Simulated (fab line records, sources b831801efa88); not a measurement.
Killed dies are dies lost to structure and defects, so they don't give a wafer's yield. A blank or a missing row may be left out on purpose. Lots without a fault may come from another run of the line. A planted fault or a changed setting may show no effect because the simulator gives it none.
fab line records | flow sky130
record lots=13 wafers=39 last_day=51
route steps=708 shown METAL2@487 PAD_OPEN@708
lots that met no fault: from a run of the same line without faults
start_h: hours from the record's first day to the start of the lot's first wafer shown | wait_h: hours since the lot's step before | " the same as in the row above | L1.1+2: a row that stands for several wafers | - no value, or no start given | * or withheld: withheld | < > ~ a bound
route shown NAME@n: a module of which the file shows steps, and the number in the route of the first | usual: mean/standard deviation of fault-free wafers | same: alike in all rows | chamber/n: place in a boat | sites: the reading at each site | _std_site: their standard deviation | _edge_site: outer sites' mean less inner sites' | radius_mm: how far each site lies from the wafer's centre | mask NAME#n: copy n | behind: the tool/chamber that last shaped the wafer | hold: why the lot was held/for how many hours/how that ended | device: the transistor (n, p or np) that didn't switch | end of line: the same wafers' tests at the end of the route | a step without rows: its recipe alone | killed: dies lost to structure and defects at the first sort, not the wafer's yield | map: a wafer's dies, x killed, . not, _ none there
set.NAME: the setting as run; set.NAME@STEP: as run at that earlier step | model.NAME: the simulator's own value behind a step, which no gauge read
steps of the route over a sample of lots; a table a step, a row a wafer
services: from which hour (start_h, from the record's first day; less than 0 if before it) a tool's chamber was out of use, for how many hours, and why
## steps
# step SKY_METAL2_SPUTTER_04
# recipe material=TiN target_thk_nm=70 power_w=6500 time_s=58.3 chamber_pressure_pa=0.4
# usual throttle_valve_pct=29.8/1
# columns lot.wafer tool chamber start_h wait_h throttle_valve_pct
L272.2 pvd_sputter-02 - 810.50 0.0 30.6
L272.3 " - " " 29.4
L272.6 " - " " 28.8
L273.1 pvd_sputter-04 - 818.14 0.0 30.0
L273.2 " - " " 29.7
L273.6 " - " " 31.1
L274.2 pvd_sputter-04 - 828.61 0.0 31.2
L274.4 " - " " 29.7
L274.5 " - " " 29.6
L281.2 pvd_sputter-04 - 881.78 0.0 31.7
L281.3 " - " " 30.8
L281.6 " - " " 29.6
L285.2 pvd_sputter-02 - 907.23 0.0 28.9
L285.3 " - " " 30.9
L285.4 " - " " 29.0
L286.1 pvd_sputter-02 - 913.58 0.0 28.4
L286.3 " - " " 29.0
L286.6 " - " " 30.4
L288.1 pvd_sputter-02 - 927.83 0.0 28.1
L288.2 " - " " 29.4
L288.6 " - " " 30.6
L290.3 pvd_sputter-04 - 942.38 0.0 31.0
L290.4 " - " " 29.7
L290.5 " - " " 29.8
L291.4 pvd_sputter-02 - 949.74 0.0 30.6
L291.5 " - " " 30.2
L291.6 " - " " 29.2
L293.1 pvd_sputter-01 - 963.81 0.0 28.9
L293.2 " - " " 30.5
L293.5 " - " " 30.7
L292.1 pvd_sputter-02 - 969.12 0.0 30.6
L292.3 " - " " 29.0
L292.4 " - " " 28.2
L294.1 pvd_sputter-02 - 970.69 0.0 29.1
L294.2 " - " " 28.3
L294.6 " - " " 28.4
L295.2 pvd_sputter-02 - 977.77 0.0 29.3
L295.3 " - " " 28.4
L295.5 " - " " 29.0
# step SKY_METAL2_THK_MEAS_06
# recipe thk_meas_gauge=xrf reads=AlCu_of_METAL2_SPUTTER_02
# usual METAL2_ALCU_THK=251.4/2.3
# columns lot.wafer tool chamber start_h wait_h METAL2_ALCU_THK[nm]
L272.2 film_metro-03 - 810.68 0.1 251.4
L272.3 " - " " 251.3
L272.6 " - " " 251.8
L273.1 film_metro-01 - 818.31 0.1 254.5
L273.2 " - " " 250.4
L273.6 " - " " 254.5
L274.2 film_metro-04 - 828.79 0.1 252.7
L274.4 " - " " 247.2
L274.5 " - " " 248.2
L281.2 film_metro-04 - 881.96 0.1 250.8
L281.3 " - " " 251.0
L281.6 " - " " 260.0
L285.2 film_metro-01 - 907.41 0.1 252.7
L285.3 " - " " 250.5
L285.4 " - " " 252.5
L286.1 film_metro-04 - 913.75 0.1 251.9
L286.3 " - " " 256.7
L286.6 " - " " 254.9
L288.1 film_metro-04 - 928.00 0.1 250.4
L288.2 " - " " 252.2
L288.6 " - " " 252.0
L291.4 film_metro-01 - 949.94 0.1 250.9
L291.5 " - " " 248.9
L291.6 " - " " 249.2
L293.1 film_metro-04 - 963.98 0.1 249.6
L293.2 " - " " 250.9
L293.5 " - " " 254.5
L292.1 film_metro-01 - 969.29 0.1 251.4
L292.3 " - " " 250.4
L292.4 " - " " 248.7
L294.1 film_metro-04 - 970.86 0.1 253.5
L294.2 " - " " 254.4
L294.6 " - " " 251.6
L290.3 film_metro-03 - 972.63 30.1 251.5
L290.4 " - " " 251.7
L290.5 " - " " 250.3
L295.2 film_metro-04 - 977.95 0.1 253.3
L295.3 " - " " 250.5
L295.5 " - " " 252.5
# step SKY_PAD_OPEN_PROBE_99
# usual defect_limited_yield=82.5/2 killed_at_M0_to_M3=44/6.9 killed_at_M4_up=3.1/1.7 killed_at_contacts=25/5.6 killed_at_front_end=14/4.3 killed_at_other=0.3/0.51 killed_dies=86/9.8 killed_open=47/6.5 killed_short=39/6.6 sort_bin_3_pad_short=0.8/0.46 sort_bin_5_function=10.3/1.5 sort_bin_6_memory=6.4/1 sort_n_pass=406/9.8 sort_yield_pct=82.5/2
# same gross_dies=492 killed_at_back_side=0 sort_bin_4_leakage[%]=0 sort_bin_8_speed[%]=0
# columns lot.wafer tool chamber start_h wait_h defect_limited_yield[%] killed_at_M0_to_M3 killed_at_M4_up killed_at_contacts killed_at_front_end killed_at_other killed_dies killed_open killed_short sort_bin_3_pad_short[%] sort_bin_5_function[%] sort_bin_6_memory[%] sort_n_pass sort_yield_pct[%]
L281.2 prober-01 - 1147.69 0.1 82.7 49 3 21 12 0 85 47 38 0.2 10.0 7.1 407 82.7
L281.3 prober-01 - 1147.74 0.2 81.1 48 1 35 8 1 93 50 43 1.4 11.2 6.3 399 81.1
L281.6 prober-01 - 1147.89 0.2 83.1 51 2 19 11 0 83 48 35 1.0 9.8 6.1 409 83.1
# killed by level:class
L281.2 VIA1:geometric_particle:open=9 VIA2:geometric_particle:open=9 METAL1:geometric_particle:short=9 LI_CONTACT:geometric_particle:open=8 VIA3:geometric_particle:open=8 POLY_GATE:geometric_particle:short=5 CONTACT:geometric_particle:open=5 POLY_GATE:geometric_particle:open=4
L281.3 VIA1:geometric_particle:open=13 CONTACT:geometric_particle:open=10 LI_CONTACT:geometric_particle:open=9 VIA3:geometric_particle:open=9 METAL1:geometric_particle:short=7 VIA3:geometric_particle:short=5 LOCAL_INTERCONNECT:geometric_particle:short=5 CONTACT:geometric_particle:short=5
L281.6 VIA1:geometric_particle:open=16 CONTACT:geometric_particle:open=9 METAL1:geometric_particle:short=8 VIA3:geometric_particle:open=8 POLY_GATE:geometric_particle:short=7 VIA2:geometric_particle:open=7 LI_CONTACT:geometric_particle:open=5 FIELD_ISO:geometric_particle:short=3
## services
# columns tool chamber start_h hours kind
pvd_sputter-02 - 794.34 4.1 repair
pvd_sputter-04 1 796.35 - consumable_replace:kit
pvd_sputter-04 1 796.35 18.0 scheduled_down
pvd_sputter-04 1 796.35 18.0 vent_cycle
pvd_sputter-04 - 799.87 8.3 repair
pvd_sputter-02 - 802.95 3.7 repair
pvd_sputter-02 0 893.82 - consumable_replace:kit
pvd_sputter-02 0 893.82 18.0 scheduled_down
pvd_sputter-02 0 893.82 18.0 vent_cycle
pvd_sputter-02 - 902.46 4.6 repair
pvd_sputter-01 - 906.44 0.7 repair
pvd_sputter-01 0 932.38 - consumable_replace:kit
pvd_sputter-01 0 932.38 18.0 scheduled_down
pvd_sputter-01 0 932.38 18.0 vent_cycle
pvd_sputter-02 - 940.23 1.1 repair
pvd_sputter-04 0 951.04 - consumable_replace:kit
pvd_sputter-04 0 951.04 18.0 scheduled_down
pvd_sputter-04 0 951.04 18.0 vent_cycle
pvd_sputter-04 - 955.88 0.6 repair
## key
first_sign step=SKY_METAL2_THK_MEAS_06 reading=METAL2_ALCU_THK direction=up sigmas=3.7 usual=251.4 struck=260.0
effect none on later readings
met_at SKY_METAL2_SPUTTER_04
struck_lots L281
struck_wafers L281.6
onset_between 818.14 881.78
fault kind=process_parameter_drift tool=pvd_sputter-04 chamber=- onset_h=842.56 steps=SKY_METAL2_SPUTTER_04 channel=target_thk_nm offset=-14.986 shape=step end_h=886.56 acts_in=these_recipes_only stated=70 scope=struck_wafers_only
